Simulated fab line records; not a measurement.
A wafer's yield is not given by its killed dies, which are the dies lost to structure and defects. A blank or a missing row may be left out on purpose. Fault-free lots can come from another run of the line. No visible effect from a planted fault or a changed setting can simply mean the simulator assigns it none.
Problem report in the 8D (eight disciplines) form, filled by code ; flow sky130 ; the parts of the form that need people (team, actions taken, sign-off) are left out

## 1. PROBLEM STATEMENT
LI_CONTACT_HDPCVD_THK at SKY_LI_CONTACT_THK_MEAS_01 reads a mean of 1014 nm on 2 wafers of 2 lots; wafers without a fault read 931 nm with a standard deviation of 9.3. That is +8.9 standard deviations from the usual mean.
First seen on wafer L543.4, day 33 01:31, on film_metro-02. The record has a number at this step for 33 wafers belonging to 11 lots. Rule for "out" (also "out of limits"): further than 4 standard deviations from the usual mean. The rest of the wafers with a number are treated as sound.

## 2. WHAT THIS IS AND IS NOT
question;is;is not
which readings at this step;LI_CONTACT_HDPCVD_THK;-
which lots;L543, L545;L529, L530, L531, L532, L534, L537, L540, L541, L542
which wafers of those lots;L543.4, L545.5;L543.5, L543.6, L545.1, L545.4
read on which gauges;film_metro-02, film_metro-03;film_metro-01
when;from day 33 01:31;"up to then (29 sound wafers); but 2 sound wafers of L545 came after"

## 3. WHAT RULES OUT EACH SUSPECT
Counting: if a tool at a process step up to the reading ran every lot that is out, it stays a suspect. Sound lots after the first of them don't rule it out here, since some wafers of a struck lot are sound.
- the gauge at SKY_LI_CONTACT_THK_MEAS_01: ruled out. 2 gauges (film_metro-02, film_metro-03) read the wafers that are out.
- hdpcvd-02 at SKY_LI_CONTACT_HDPCVD_00 (deposits PSG, target thk 930 nm, time 155 s): kept. Ran every lot that is out, first one L543 (day 33 01:26); last sound lot up to then L541 (day 32 09:51). Its own readings are out on those wafers: run_length_s.
- hdpcvd-02, SKY_LI_CONTACT_HDPCVD_00: wafers that are out in chamber 0, sound lot-mates in chambers 1, 2.
Left after counting: hdpcvd-02 at SKY_LI_CONTACT_HDPCVD_00.

## 4. THE CAUSE (what the simulator had put in)
hdpcvd-02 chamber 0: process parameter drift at SKY_LI_CONTACT_HDPCVD_00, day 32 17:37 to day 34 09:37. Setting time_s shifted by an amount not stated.
The count eliminated every tool but this one.

## 5. THE CHAIN OF EFFECTS, in route order
One row per reading whose mean, taken over the struck wafers that have a number, lies over 3 standard deviations from the usual. Readings are gone through only where the record gives a usual standard deviation; hours: the median, over the lots, of the time from a lot's start at the first step in this table giving one to that lot's start at this step; sigmas: the change measured in usual standard deviations.
hours;step;reading;usual;on struck wafers;change;sigmas
0;SKY_LI_CONTACT_HDPCVD_00;run_length_s;183.2 s;196.4;+13.2;+16
0;SKY_LI_CONTACT_THK_MEAS_01;LI_CONTACT_HDPCVD_THK;931 nm;1014;+83;+8.9
0;SKY_LI_CONTACT_CMP_02;time_to_endpoint_s;32.7 s;40.2;+7.5;+3.1
It contains these process steps:
- SKY_LI_CONTACT_HDPCVD_00: deposits PSG, target thk 930 nm, time 155 s.
- SKY_LI_CONTACT_CMP_02: polishes PSG.
At these later measuring or inspecting steps, every struck wafer for which the step has a row has a number for every such reading, and none has moved that far: SKY_LI_CONTACT_CD_MEAS_12.

## 6. WHAT WOULD HAVE CAUGHT IT SOONER
8 hours passed between the start of the fault at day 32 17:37 and the first reading out of limits at a measuring or inspecting step in this record, taken at day 33 01:31.
The tool's own readings at SKY_LI_CONTACT_HDPCVD_00 were out on every struck wafer that the step has a row for (run_length_s): an alarm limit on them would have fired on the first of those.
Of the lots that are out (2), L545 began SKY_LI_CONTACT_HDPCVD_00 on hdpcvd-02 after day 33 01:31. It would have been spared by a hold on the tool at that moment.
